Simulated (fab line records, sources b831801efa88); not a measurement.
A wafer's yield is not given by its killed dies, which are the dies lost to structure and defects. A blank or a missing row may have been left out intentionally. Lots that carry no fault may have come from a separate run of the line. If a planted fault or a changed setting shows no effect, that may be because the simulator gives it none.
Chamber matching ; flow sky130 ; SKY_VIA2_ETCH_15 on rieDiel-03: 3 sister chambers
The step etches SiO2 in C4F8/O2/Ar, stops on TiN, target depth 546 nm, time 84 s. 18 wafers are shown with their chamber, then 7 later ones without.

## EACH WAFER AND ITS CHAMBER
wafer;chamber;chamberPressureMTorr (mTorr);oesProductAu (a.u.)
L075.1;3;40.00;0.939
L075.5;2;40.03;0.942
L075.6;3;40.00;0.932
L076.3;2;39.95;0.932
L076.4;3;39.92;0.937
L076.5;2;39.98;0.942
L077.3;0;39.96;0.935
L077.4;0;40.04;0.939
L077.6;2;39.99;0.934
L082.2;2;40.02;0.950
L082.3;0;39.95;0.941
L082.6;3;40.05;0.944
L085.3;2;40.05;0.938
L085.5;2;39.99;0.942
L085.6;3;40.00;0.939
L089.2;0;39.93;0.938
L089.5;0;39.98;0.948
L089.6;3;40.06;0.947

SIGNATURES (means of the wafers above)
reading;chamber 0;chamber 2;chamber 3;scatter within a chamber
chamberPressureMTorr;39.9720;40.0014;40.0050;0.0419
oesProductAu;0.94020;0.94000;0.93967;0.00548
Rule: for each reading, subtract the chamber's mean from the wafer's reading, divide by that reading's scatter and square the result; add these up over the readings and take the root, which gives the wafer's distance from the chamber. The wafer belongs to the nearest chamber; if the next one is less than 2 further off, it can't be placed. How the scatter is found: for the shown wafers, subtract from each reading the mean of its chamber, square and add these, divide the total by (wafers less chambers), then take the root.

## WAFERS WITHOUT THEIR CHAMBER
wafer;chamberPressureMTorr (mTorr);oesProductAu (a.u.)
L090.2;40.00;0.935
L090.5;39.92;0.938
L093.1;39.99;0.937
L093.2;40.00;0.940
L093.4;40.01;0.943
L095.2;39.99;0.937
L095.3;40.01;0.941

## THE CHAMBER EACH PASSED THROUGH
wafer;from the rows above;in truth
L090.2;can't be placed: 3 or 2 or 0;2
L090.5;can't be placed: 0 or 2 or 3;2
L093.1;can't be placed: 3 or 2 or 0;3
L093.2;can't be placed: 2 or 3 or 0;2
L093.4;can't be placed: 2 or 3 or 0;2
L095.2;can't be placed: 3 or 2 or 0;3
L095.3;can't be placed: 3 or 2 or 0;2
Placed correctly: 0 of 7. Not placeable from these rows: 7 (in 7, the candidates include the true chamber). Number placed wrongly: 0.
